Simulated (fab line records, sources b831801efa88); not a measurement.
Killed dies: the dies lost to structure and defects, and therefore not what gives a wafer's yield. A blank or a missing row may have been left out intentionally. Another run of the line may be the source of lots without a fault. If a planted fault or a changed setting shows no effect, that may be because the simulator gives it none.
Which tool did it? + flow sfq line + 14 lots, 39 wafers sampled, at 1 step of a route of 325

== WHAT EACH GAUGE READ, for each wafer ==
Not one reading of a measure or inspect step in the record can be checked against a usual standard deviation.

== WHICH TOOL RAN EACH LOT (tool, then ch and the chambers of the sampled wafers, then the start) ==
| lot  | SFQ_TRILAYER_I3_VIA_BARC_OPEN_VIA_ETCH_121 |
|------|--------------------------------------------|
| L722 | rie diel-01 ch 0,1,2, day 41 02:30         |
| L723 | rie diel-04 ch 2,3, day 41 04:59           |
| L724 | rie diel-04 ch 1,2,3, day 41 10:23         |
| L725 | rie diel-03 ch 0,1,2, day 41 11:35         |
| L727 | rie diel-03 ch 1,2,3, day 41 17:35         |
| L728 | rie diel-01 ch 0,1,3, day 41 19:59         |
| L729 | rie diel-03 ch 0,2,3, day 42 04:59         |
| L734 | rie diel-03 ch 2,3, day 44 19:41           |
| L736 | rie diel-03 ch 1, day 44 23:19             |
| L740 | rie diel-04 ch 1,3, day 50 04:09           |
| L741 | rie diel-04 ch 0,1,3, day 51 04:31         |
| L742 | rie diel-01 ch 0,1,2, day 51 05:43         |
| L743 | rie diel-01 ch 1,3, day 51 12:38           |
| L744 | rie diel-01 ch 0,2, day 53 00:31           |
- SFQ_TRILAYER_I3_VIA_BARC_OPEN_VIA_ETCH_121: etches BARC in O2, target depth 125 nm, time 41.7 s.

== AS READ BY THE TOOLS THEMSELVES (means over the sampled wafers that have a number; for cases with no such wafer, the mark the record gives instead) ==
SFQ_TRILAYER_I3_VIA_BARC_OPEN_VIA_ETCH_121. Usual: drypump motor current A 5.5 A, standard deviation 0.35; oes product au 0.685 a.u., standard deviation 0.0045; run length s 69.9 s, standard deviation 0.52.
| lot  | tool        | drypump motor current A (A) | oes product au (a.u.) | run length s (s) | flag |
|------|-------------|-----------------------------|-----------------------|------------------|------|
| L722 | rie diel-01 | 5.4                         | 0.683                 | 69.6             |      |
| L723 | rie diel-04 | 5.3                         | 0.686                 | 69.7             |      |
| L724 | rie diel-04 | 5.5                         | 0.685                 | 69.8             |      |
| L725 | rie diel-03 | 5.6                         | 0.691                 | 70.1             |      |
| L727 | rie diel-03 | 5.3                         | 0.682                 | 70.8             |      |
| L728 | rie diel-01 | 5.4                         | 0.685                 | 69.9             |      |
| L729 | rie diel-03 | 5.7                         | 0.689                 | 70.5             |      |
| L734 | rie diel-03 | 5.6                         | 0.676                 | 71.6             | OFF  |
| L736 | rie diel-03 | 4.8                         | 0.672                 | 72.6             | OFF  |
| L740 | rie diel-04 | 5.6                         | 0.683                 | 69.4             |      |
| L741 | rie diel-04 | 5.7                         | 0.685                 | 69.8             |      |
| L742 | rie diel-01 | 5.3                         | 0.684                 | 69.7             |      |
| L743 | rie diel-01 | 5.6                         | 0.688                 | 69.8             |      |
| L744 | rie diel-01 | 5.2                         | 0.682                 | 69.5             |      |

== THE ANSWER, worked out from the rows above alone ==
Rule: a lot counts as off when the mean over its wafers that have a number is more than 3 standard deviations away from the usual mean. A lot without any number at a reading at which 4 lots or more have one is off too. Where the step has rows for the other lots, those lots are counted as sound. After the gauges, taken in route order, come the tools' own readings; for these a lot's mean is taken, as printed above. The first step at which some lot is off is used, and at that step the reading that is off furthest; a lot without a number counts as furthest.
Off at SFQ_TRILAYER_I3_VIA_BARC_OPEN_VIA_ETCH_121 (run length s): L734, L736.
A tool fits if, at that step or a process step before it, it ran every lot that is off, and no sound lot after the first of them. One fits: rie diel-03 at SFQ_TRILAYER_I3_VIA_BARC_OPEN_VIA_ETCH_121. A fault onset in the window from L729 (day 42 04:59, its last sound lot) to L734 (day 44 19:41, its first lot off) fits.
The tool's own readings at SFQ_TRILAYER_I3_VIA_BARC_OPEN_VIA_ETCH_121 bear it out: on the lots that are off they differ by more than 5 times the standard deviation of the sound lots' means. run length s reads 72.1 s there against 69.9 s on the sound lots.

== WHAT WAS PUT IN BY THE SIMULATOR ==
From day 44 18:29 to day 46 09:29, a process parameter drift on rie diel-03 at SFQ_TRILAYER_I3_VIA_BARC_OPEN_VIA_ETCH_121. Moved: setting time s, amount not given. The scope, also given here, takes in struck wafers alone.
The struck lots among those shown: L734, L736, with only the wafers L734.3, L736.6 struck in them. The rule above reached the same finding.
